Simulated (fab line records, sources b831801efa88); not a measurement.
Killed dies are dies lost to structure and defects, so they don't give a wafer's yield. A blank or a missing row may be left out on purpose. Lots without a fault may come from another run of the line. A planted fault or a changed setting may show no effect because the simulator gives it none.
Which tool did it? | flow sky130 | 12 lots, 36 wafers sampled, at 6 steps of a route of 708

WHAT THE GAUGES READ, wafer by wafer
SKY_FIELD_ISO_CD_MEAS_13: target cd 150 nm. Usual: cd_nm 149.8 nm, standard deviation 1.3.
lot  | measured    | on        | cd_nm (nm)        | flag
L848 | day 2 10:21 | cd_sem-02 | 149.8 151.5 150.4 |
L849 | day 2 14:49 | cd_sem-02 | 149.8 150.0 150.1 |
L850 | day 2 21:00 | cd_sem-01 | 150.7 151.4 149.1 |
L852 | day 3 08:25 | cd_sem-02 | 150.2 151.8 150.1 |
L853 | day 3 14:12 | cd_sem-02 | 151.9 150.5 151.9 |
L856 | day 4 06:29 | cd_sem-01 | 150.4 150.5 149.8 |
L858 | day 4 13:42 | cd_sem-01 | 149.1 149.5 149.5 |
L863 | day 5 17:53 | cd_sem-02 | 149.0 148.3 150.7 |
L864 | day 5 23:12 | cd_sem-01 | 150.4 149.7 151.6 |
L865 | day 6 03:15 | cd_sem-02 | 150.3 150.6 151.3 |
L867 | day 6 13:09 | cd_sem-02 | 146.7 146.3 147.7 |
L870 | day 7 04:03 | cd_sem-01 | 152.1 149.4 151.7 |

SKY_LDD_P_TW_MEAS_11. Usual: LDD_P_TW 637, standard deviation 6.
lot  | measured     | on            | LDD_P_TW    | flag
L848 | day 20 10:53 | film_metro-01 | 632 634 638 |
L849 | day 20 10:35 | film_metro-01 | 636 640 632 |
L850 | day 20 23:25 | film_metro-04 | 650 651 648 |
L852 | day 21 15:02 | film_metro-01 | 633 636 635 |
L853 | day 21 23:41 | film_metro-01 | 633 633 633 |
L856 | day 23 11:01 | film_metro-03 | 631 634 633 |
L858 | day 24 09:01 | film_metro-01 | 637 637 636 |
L863 | day 26 02:23 | film_metro-01 | 637 637 640 |
L864 | day 26 13:10 | film_metro-01 | 637 637 638 |
L865 | day 26 11:44 | film_metro-01 | 638 639 639 |
L867 | day 27 03:37 | film_metro-03 | 635 636 634 |
L870 | day 27 22:08 | film_metro-01 | 632 630 631 |

SKY_SD_N_RS_MEAS_16: measures by four-point-probe. Usual: SD_N_RS 68.60 ohm/sq, standard deviation 0.12.
lot  | measured     | on            | SD_N_RS (ohm/sq)  | flag
L848 | day 29 14:41 | film_metro-03 | 68.49 68.84 68.67 |
L849 | day 29 13:26 | film_metro-03 | 68.61 68.67 68.70 |
L850 | day 30 01:11 | film_metro-02 | 68.72 68.73 68.50 |
L852 | day 30 17:23 | film_metro-02 | 68.41 68.37 68.40 |
L853 | day 31 04:29 | film_metro-03 | 68.55 68.46 68.76 |
L856 | day 32 14:18 | film_metro-01 | 68.65 68.53 68.56 |
L858 | day 33 12:10 | film_metro-03 | 68.69 68.76 68.78 |
L863 | day 34 23:24 | film_metro-02 | 68.51 68.63 68.65 |
L864 | day 35 09:14 | film_metro-02 | 68.54 68.46 68.63 |
L865 | day 35 07:20 | film_metro-01 | 68.88 68.72 68.81 |
L867 | day 35 20:31 | film_metro-03 | 68.61 68.60 68.51 |
L870 | day 36 12:16 | film_metro-03 | 68.54 68.59 68.60 |

SKY_LI_CONTACT_RS_MEAS_22: measures by four-point-probe. Usual: LI_CONTACT_W_RS 0.287 ohm/sq, standard deviation 0.0036.
lot  | measured     | on            | LI_CONTACT_W_RS (ohm/sq)            | flag
L848 | day 30 22:44 | film_metro-03 | 0.288 0.289 0.284                   |
L849 | day 30 22:10 | film_metro-03 | 0.290 0.291 0.288                   |
L850 | day 31 09:01 | film_metro-03 | 0.289 0.286 0.288                   |
L852 | day 32 01:45 | film_metro-02 | 0.287 0.290 0.290                   |
L853 | day 32 12:31 | film_metro-03 | 0.288 0.292 0.287                   |
L856 | day 33 21:45 | film_metro-03 | 0.288 0.284 0.285                   |
L858 | day 34 17:32 | film_metro-02 | 0.282 0.284 0.284                   |
L863 | day 36 03:52 | film_metro-02 | 0.252 0.254 0.254 0.251 0.253 0.254 | OFF
L864 | day 36 13:19 | film_metro-03 | 0.251 0.253 0.254 0.251 0.253 0.254 | OFF
L865 | day 36 11:54 | film_metro-01 | 0.294 0.293 0.292                   |
L867 | day 37 00:41 | film_metro-01 | 0.291 0.296 0.292                   |
L870 | day 37 16:25 | film_metro-02 | 0.286 0.291 0.291                   |

SKY_LI_CONTACT_THK_MEAS_23: measures by xrf. Usual: LI_CONTACT_W_THK 409 nm, standard deviation 5.3.
lot  | measured     | on            | LI_CONTACT_W_THK (nm)   | flag
L848 | day 30 22:52 | film_metro-03 | 405 405 413             |
L849 | day 30 22:16 | film_metro-03 | 404 405 410             |
L850 | day 31 09:08 | film_metro-03 | 403 409 407             |
L852 | day 32 01:50 | film_metro-02 | 415 412 412             |
L853 | day 32 12:37 | film_metro-03 | 400 394 400             |
L856 | day 33 21:50 | film_metro-03 | 406 413 411             |
L858 | day 34 17:38 | film_metro-02 | 418 418 416             |
L863 | day 36 11:36 | film_metro-02 | 470 467 465 471 467 468 | OFF
L864 | day 36 16:44 | film_metro-03 | 461 460 461 463 461 460 | OFF
L865 | day 36 12:01 | film_metro-01 | 404 406 407             |
L867 | day 37 00:49 | film_metro-01 | 406 397 405             |
L870 | day 37 16:32 | film_metro-02 | 412 404 406             |

WHICH TOOL RAN EACH LOT (tool, then ch and the chambers of the sampled wafers, then the start)
lot  | SKY_LI_CONTACT_CVD_21
L848 | cvd_w-01 ch 0,1, day 30 22:37
L849 | cvd_w-02 ch 0,1, day 30 22:02
L850 | cvd_w-01 ch 1, day 31 08:54
L852 | cvd_w-01 ch 0,1, day 32 01:37
L853 | cvd_w-02 ch 0,1, day 32 12:22
L856 | cvd_w-01 ch 0,1, day 33 21:37
L858 | cvd_w-02 ch 0,1, day 34 17:25
L863 | cvd_w-02 ch 0,1, day 36 03:44
L864 | cvd_w-02 ch 0,1, day 36 13:10
L865 | cvd_w-01 ch 0,1, day 36 11:47
L867 | cvd_w-01 ch 0, day 37 00:34
L870 | cvd_w-01 ch 1, day 37 16:17
- SKY_LI_CONTACT_CVD_21: deposits W, target thk 400 nm, time 120.56 s.

WHAT THE TOOLS THEMSELVES READ (means of the sampled wafers that have a number; where no wafer has one, the mark that the record gives instead)
SKY_LI_CONTACT_CVD_21. Usual: heater_power_w 920 W, standard deviation 67.
lot  | tool     | heater_power_w (W) | flag
L848 | cvd_w-01 | 924                |
L849 | cvd_w-02 | 914                |
L850 | cvd_w-01 | 891                |
L852 | cvd_w-01 | 967                |
L853 | cvd_w-02 | 909                |
L856 | cvd_w-01 | 945                |
L858 | cvd_w-02 | 865                |
L863 | cvd_w-02 | 873                |
L864 | cvd_w-02 | 874                |
L865 | cvd_w-01 | 928                |
L867 | cvd_w-01 | 995                |
L870 | cvd_w-01 | 900                |

THE ANSWER, worked out from the rows above alone
Rule: a lot is off if the mean of its wafers that have a number lies more than 3 standard deviations from the usual mean. A lot without any number at a reading at which 4 lots or more have one is off too. The other lots that the step has rows for count as sound. The gauges are gone through in route order, then the tools' own readings, and for those a lot's mean is taken as printed above. The first step at which some lot is off is used, and at that step the reading that is off furthest; a lot without a number counts as furthest.
Off: L863, L864, at SKY_LI_CONTACT_RS_MEAS_22 (LI_CONTACT_W_RS).
A tool fits if, at a process step before that reading, it ran every lot that is off, and no sound lot after the first of them. The gauges at SKY_LI_CONTACT_RS_MEAS_22 are tried like those tools. One fits: cvd_w-02 at SKY_LI_CONTACT_CVD_21. Its last sound lot is L858 (day 34 17:25), its first lot that is off L863 (day 36 03:44): a fault that began between those two fits.

WHAT THE SIMULATOR HAD PUT IN
Process parameter drift: cvd_w-02, from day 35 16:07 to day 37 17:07, at SKY_LI_CONTACT_CVD_21. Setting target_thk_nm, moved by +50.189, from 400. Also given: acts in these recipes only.
Lots struck among those shown: L863, L864. The rule above found the same.
